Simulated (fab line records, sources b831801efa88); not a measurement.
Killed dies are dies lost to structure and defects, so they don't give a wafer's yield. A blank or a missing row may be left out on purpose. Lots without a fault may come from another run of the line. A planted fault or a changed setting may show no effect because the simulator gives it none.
Which tool did it? | flow sky130 | 13 lots, 39 wafers sampled, at 3 steps of a route of 708

WHAT THE GAUGES READ, wafer by wafer
SKY_VIA3_THK_MEAS_01.
lot  | measured     | on            | VIA3_HDPCVD_THK (nm)
L860 | day 38 16:23 | film_metro-02 | 1620 1635 1649
L861 | day 39 05:07 | film_metro-03 | 1646 1642 1620
L863 | day 40 05:57 | film_metro-02 | 1625 1618 1623
L864 | day 40 00:42 | film_metro-04 | 1644 1629 1628
L866 | day 40 22:19 | film_metro-04 | 1637 1642 1654
L867 | day 41 01:17 | film_metro-03 | 1669 1660 1616
L868 | day 41 09:43 | film_metro-02 | 1680 1631 1672
L869 | day 41 12:29 | film_metro-04 | 1595 1609 1624
L870 | day 42 02:28 | film_metro-04 | 1641 1641 1619
L872 | day 42 06:38 | film_metro-04 | 1614 1619 1627
L878 | day 43 18:43 | film_metro-02 | 1627 1631 1665
L880 | day 44 05:41 | film_metro-03 | 1626 1652 1632
L883 | day 45 11:23 | film_metro-04 | 1642 1640 1641

SKY_VIA3_CD_MEAS_12: target cd 200 nm.
lot  | measured     | on        | cd_nm (nm)
L860 | day 39 17:04 | cd_sem-02 | 202.0 201.7 202.8
L861 | day 40 05:40 | cd_sem-01 | 200.3 199.6 198.6
L863 | day 41 05:53 | cd_sem-02 | 198.0 199.7 198.0
L864 | day 41 01:01 | cd_sem-02 | 200.2 199.9 201.4
L866 | day 41 22:23 | cd_sem-01 | 201.5 199.3 200.0
L867 | day 42 01:53 | cd_sem-02 | 199.2 200.0 201.0
L868 | day 42 09:24 | cd_sem-01 | 201.8 200.1 202.5
L869 | day 42 11:43 | cd_sem-01 | 203.4 203.3 203.2
L870 | day 43 01:47 | cd_sem-02 | 200.6 202.2 200.6
L872 | day 43 05:44 | cd_sem-01 | 201.4 201.2 201.7
L878 | day 44 16:34 | cd_sem-02 | 199.7 199.5 199.2
L880 | day 45 04:04 | cd_sem-02 | 197.3 196.9 198.3
L883 | day 46 09:13 | cd_sem-02 | 201.4 201.6 201.4

WHICH TOOL RAN EACH LOT (tool, then ch and the chambers of the sampled wafers, then the start)
lot  | SKY_POLY_GATE_STRIP_18
L860 | plasma_asher-03 ch 0,1, day 16 13:23
L861 | plasma_asher-02 ch 0,1, day 17 00:26
L863 | plasma_asher-02 ch 0,1, day 17 23:41
L864 | plasma_asher-01 ch 0,1, day 18 06:56
L866 | plasma_asher-03 ch 0,1, day 19 06:02
L867 | plasma_asher-02 ch 0,1, day 19 06:59
L868 | plasma_asher-02 ch 0,1, day 19 14:49
L869 | plasma_asher-02 ch 0,1, day 19 17:40
L870 | plasma_asher-03 ch 0,1, day 20 20:36
L872 | plasma_asher-03 ch 0,1, day 20 23:42
L878 | plasma_asher-03 ch 0,1, day 22 20:24
L880 | plasma_asher-03 ch 0,1, day 23 12:53
L883 | plasma_asher-02 ch 0,1, day 25 01:18
- SKY_POLY_GATE_STRIP_18: strips in O2/N2.

WHAT THE TOOLS THEMSELVES READ (means of the sampled wafers that have a number; where no wafer has one, the mark that the record gives instead)
SKY_POLY_GATE_STRIP_18.
lot  | tool            | drypump_motor_current_A (A) | oes_product_au (a.u.) | strip_time_to_endpoint_s (s)
L860 | plasma_asher-03 | 6.1                         | 0.358                 | 3.14
L861 | plasma_asher-02 | 5.7                         | 0.362                 | 3.14
L863 | plasma_asher-02 | 5.7                         | 0.363                 | 3.14
L864 | plasma_asher-01 | 6.0                         | 0.360                 | 3.12
L866 | plasma_asher-03 | 6.1                         | 0.363                 | 3.18
L867 | plasma_asher-02 | 5.7                         | 0.356                 | 3.09
L868 | plasma_asher-02 | 5.8                         | 0.359                 | 3.16
L869 | plasma_asher-02 | 5.8                         | 0.356                 | 3.12
L870 | plasma_asher-03 | 5.9                         | 0.361                 | 3.14
L872 | plasma_asher-03 | 6.1                         | 0.353                 | 3.09
L878 | plasma_asher-03 | 6.1                         | 0.353                 | 3.18
L880 | plasma_asher-03 | 6.1                         | 0.359                 | 3.21
L883 | plasma_asher-02 | 5.8                         | 0.361                 | 3.20

THE ANSWER, worked out from the rows above alone
Rule: what is usual is taken from the lots themselves. Put in order of their means at a reading, lots are off if they are a third of the lots or fewer, leave a main group of 4 or more, and stand apart from it by a gap of 3 or more times the standard deviation of the main group's means; of several such gaps the widest counts. A main group whose means are all the same, to the digits that the tables above print for the reading, isn't used. A lot without any number at a reading at which 4 lots or more have one is off too. The other lots that the step has rows for count as sound. The gauges are gone through in route order, then the tools' own readings, and for those a lot's mean is taken as printed above. The first step at which some lot is off is used, and at that step the reading that is off furthest; a lot without a number counts as furthest.
No lot is off at any reading shown: from this, nothing can be told.

WHAT THE SIMULATOR HAD PUT IN
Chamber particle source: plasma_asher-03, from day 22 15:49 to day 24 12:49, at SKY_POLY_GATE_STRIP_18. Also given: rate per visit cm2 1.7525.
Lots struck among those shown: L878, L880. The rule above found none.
